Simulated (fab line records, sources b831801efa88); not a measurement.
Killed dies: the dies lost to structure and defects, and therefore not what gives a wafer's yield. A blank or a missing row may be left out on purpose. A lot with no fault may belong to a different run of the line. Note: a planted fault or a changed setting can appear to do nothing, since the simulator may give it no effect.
Chamber matching + flow gf180mcu + rie-diel-02 running GF_SAB_ETCH_11: 4 sister chambers
The step etches SiO2 in C4F8/O2/Ar, target depth 55 nm, time 8.5 s. 8 wafers are shown with their chamber, then 9 later ones without.

EACH WAFER AND ITS CHAMBER
| wafer  | chamber | oes-product-au (a.u.) |
|--------|---------|-----------------------|
| L077.6 | 0       | 1.000                 |
| L080.4 | 3       | 0.992                 |
| L081.2 | 3       | 0.995                 |
| L082.4 | 2       | 1.001                 |
| L082.6 | 0       | 0.991                 |
| L084.1 | 1       | 1.011                 |
| L084.4 | 1       | 1.022                 |
| L084.6 | 2       | 0.991                 |

WAFERS MISSING THEIR CHAMBER
| wafer  | oes-product-au (a.u.) |
|--------|-----------------------|
| L088.2 | 0.998                 |
| L088.3 | 0.993                 |
| L088.4 | 1.003                 |
| L091.1 | 0.997                 |
| L091.2 | 0.983                 |
| L091.6 | 0.992                 |
| L092.1 | 0.989                 |
| L092.3 | 0.994                 |
| L092.4 | 0.982                 |

WHICH CHAMBER EACH ONE RAN IN
| wafer  | from the rows above               | in truth |
|--------|-----------------------------------|----------|
| L088.2 | can't be placed: 2 or 0 or 3      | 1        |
| L088.3 | can't be placed: 3 or 0 or 2      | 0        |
| L088.4 | can't be placed: 2 or 0 or 3 or 1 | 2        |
| L091.1 | can't be placed: 2 or 0 or 3      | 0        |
| L091.2 | can't be placed: 3 or 0 or 2      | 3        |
| L091.6 | can't be placed: 3 or 0 or 2      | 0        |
| L092.1 | can't be placed: 3 or 0 or 2      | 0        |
| L092.3 | can't be placed: 3 or 0 or 2      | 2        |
| L092.4 | can't be placed: 3 or 0 or 2      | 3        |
Correct placement for 0 of the 9. From these rows, 9 cannot be placed; in 8 the true chamber is one of the candidates. 0 placed wrongly.
How it was worked out, from the rows above alone: a wafer's distance from a chamber is the root of the sum, over the readings, of the square of ((its reading less the chamber's mean) divided by the reading's scatter). If the next closest chamber is less than 2 further off than the closest, the wafer can't be placed; otherwise it belongs to the closest. A chamber's mean is the mean of its shown wafers. The scatter is the square root of a quotient: the sum, over the shown wafers, of each reading's squared deviation from its chamber's mean, divided by wafers minus chambers.
